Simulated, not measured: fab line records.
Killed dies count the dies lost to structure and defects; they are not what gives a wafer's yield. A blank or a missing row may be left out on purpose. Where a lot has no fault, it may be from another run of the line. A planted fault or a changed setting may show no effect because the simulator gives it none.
A single fault, viewed from 2 desks / flow gf180mcu / every desk sees just its own numbers, and what lay behind them comes last

AT THE TOOL OWNER'S DESK: pvd-sputter-02
The tool's own readings at GF_MIM_SPUTTER_07 (material TiN, target thk 60 nm, time 50 s): means of the sampled wafers that have a number, for each lot that ran on this tool. Any lot whose mean is over 4 standard deviations away from the usual mean is out of limits and marked OUT; that distance is given in the brackets.
Columns: A = throttle-valve-pct at GF_MIM_SPUTTER_07, usual 30.0 %
lot=L100; first seen here=day 25 18:56; A=29.6
lot=L105; first seen here=day 27 08:46; A=30.5
lot=L112; first seen here=day 29 16:40; A=29.8
lot=L117; first seen here=day 30 20:02; A=29.7
Result from this desk: across the 4 lots, nothing is out of limits.

METROLOGY DESK
What the gauges read for every lot (on any tool): the sampled wafers with a number, averaged. Any lot whose mean is over 4 standard deviations away from the usual mean is out of limits and marked OUT; that distance is given in the brackets.
Columns: A = cd-nm at GF_M5_CD_MEAS_07, usual 279.3 nm; B = V5_BOW at GF_V5_BOW_MEAS_05, usual 132 um
lot=L996; first seen here=day 26 04:33; A=280.0; B=137
lot=L997; first seen here=day 26 14:08; A=280.0; B=121
lot=L998; first seen here=day 27 07:20; A=278.6; B=130
lot=L100; first seen here=day 27 12:31; A=279.6; B=141
lot=L999; first seen here=day 27 17:02; A=279.2; B=136
lot=L104; first seen here=day 28 17:43; A=279.0; B=146
lot=L105; first seen here=day 29 00:59; A=279.5; B=136
lot=L106; first seen here=day 29 11:43; A=280.5; B=125
lot=L107; first seen here=day 29 14:34; A=277.7; B=132
lot=L112; first seen here=day 31 04:52; A=279.2; B=129
lot=L117; first seen here=day 32 07:49; A=279.7; B=117
lot=L118; first seen here=day 32 13:40; A=278.7; B=130
Result from this desk: across the 12 lots, nothing is out of limits.

TAKEN TOGETHER
The tool owner's desk saw nothing out of limits.
At the metrology desk, nothing out of limits was observed.

WHAT THE SIMULATOR PUT IN
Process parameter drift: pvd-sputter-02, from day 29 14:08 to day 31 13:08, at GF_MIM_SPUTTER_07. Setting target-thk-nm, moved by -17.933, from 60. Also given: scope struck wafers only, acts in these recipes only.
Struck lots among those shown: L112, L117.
